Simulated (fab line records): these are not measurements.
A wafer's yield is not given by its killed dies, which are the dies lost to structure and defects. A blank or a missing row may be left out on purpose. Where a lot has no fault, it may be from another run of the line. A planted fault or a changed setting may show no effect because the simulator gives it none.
One fault seen from 2 desks + flow gf180mcu + every desk sees just its own numbers, and what lay behind them comes last

## AT THE METROLOGY DESK
Lot by lot, what the gauges showed, no matter which tool ran the lot: averages of those sampled wafers that carry a number. A lot is out of limits, marked OUT, if its mean lies more than 4 standard deviations from the usual mean; the brackets give that distance.
Columns: A = MIM_ALCU_RS at GF_MIM_RS_MEAS_10, usual 0.1679 ohm/sq; B = MIM_ALCU_THK at GF_MIM_THK_MEAS_11, usual 193.4 nm
| lot  | first seen here | A                | B               |
|------|-----------------|------------------|-----------------|
| L199 | day 25 22:02    | 0.1680           | 190.6           |
| L200 | day 26 03:32    | 0.1681           | 193.9           |
| L201 | day 26 06:49    | 0.1705           | 189.8           |
| L203 | day 26 18:07    | 0.1270 (-23) OUT | 253.3 (+26) OUT |
| L204 | day 27 05:31    | 0.1284 (-22) OUT | 250.0 (+25) OUT |
| L211 | day 29 06:40    | 0.1672           | 195.2           |
| L213 | day 30 00:43    | 0.1661           | 196.1           |
| L214 | day 30 07:50    | 0.1680           | 194.5           |
| L217 | day 31 03:37    | 0.1677           | 194.1           |
| L219 | day 31 09:56    | 0.1683           | 192.9           |
This desk finds L203, L204 out of limits, with the earliest case on L203 at day 26 18:07 (MIM_ALCU_RS at GF_MIM_RS_MEAS_10). Within limits: L199, L200, L201, L211, L213, L214, L217, L219.

## THE TOOL OWNER'S DESK: pvd_sputter-01
The tool's own readings at GF_MIM_SPUTTER_08 (material AlCu, target thk 200 nm, time 10.15 s): means of the sampled wafers that have a number, for each lot that ran on this tool. A lot is out of limits, marked OUT, if its mean lies more than 4 standard deviations from the usual mean; the brackets give that distance.
Columns: A = cathode_dc_power_W at GF_MIM_SPUTTER_08, usual 10600 W; B = throttle_valve_pct at GF_MIM_SPUTTER_08, usual 30.9 %
| lot  | first seen here | A                       | B    |
|------|-----------------|-------------------------|------|
| L199 | day 25 21:58    | 10601                   | 31.2 |
| L200 | day 26 03:28    | 10601                   | 31.7 |
| L201 | day 26 06:44    | 10600                   | 31.1 |
| L203 | day 26 18:02    | 13763 (+99 or more) OUT | 31.4 |
| L204 | day 27 05:26    | 13763 (+99 or more) OUT | 31.8 |
| L219 | day 31 09:52    | 10600                   | 31.4 |
This desk's finding: out of limits on L203, L204; first on L203, day 26 18:02 (cathode_dc_power_W at GF_MIM_SPUTTER_08). Within limits: L199, L200, L201, L219.

## BROUGHT TOGETHER
The tool owner's desk had the chance to raise an alarm at day 26 18:02 on L203, L204.
The metrology desk could have raised an alarm at day 26 18:07, on L203, L204.
GF_MIM_SPUTTER_08 was run on pvd_sputter-01 by each of the lots named.

## WHAT WAS PUT IN BY THE SIMULATOR
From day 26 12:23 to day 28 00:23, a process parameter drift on pvd_sputter-01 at GF_MIM_SPUTTER_08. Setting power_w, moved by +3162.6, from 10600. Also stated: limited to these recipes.
Shown lots that were struck: L203, L204.
Counting hours from when the fault started, the first reading out of limits came at 6 for the tool owner's desk and at 6 for the metrology desk.
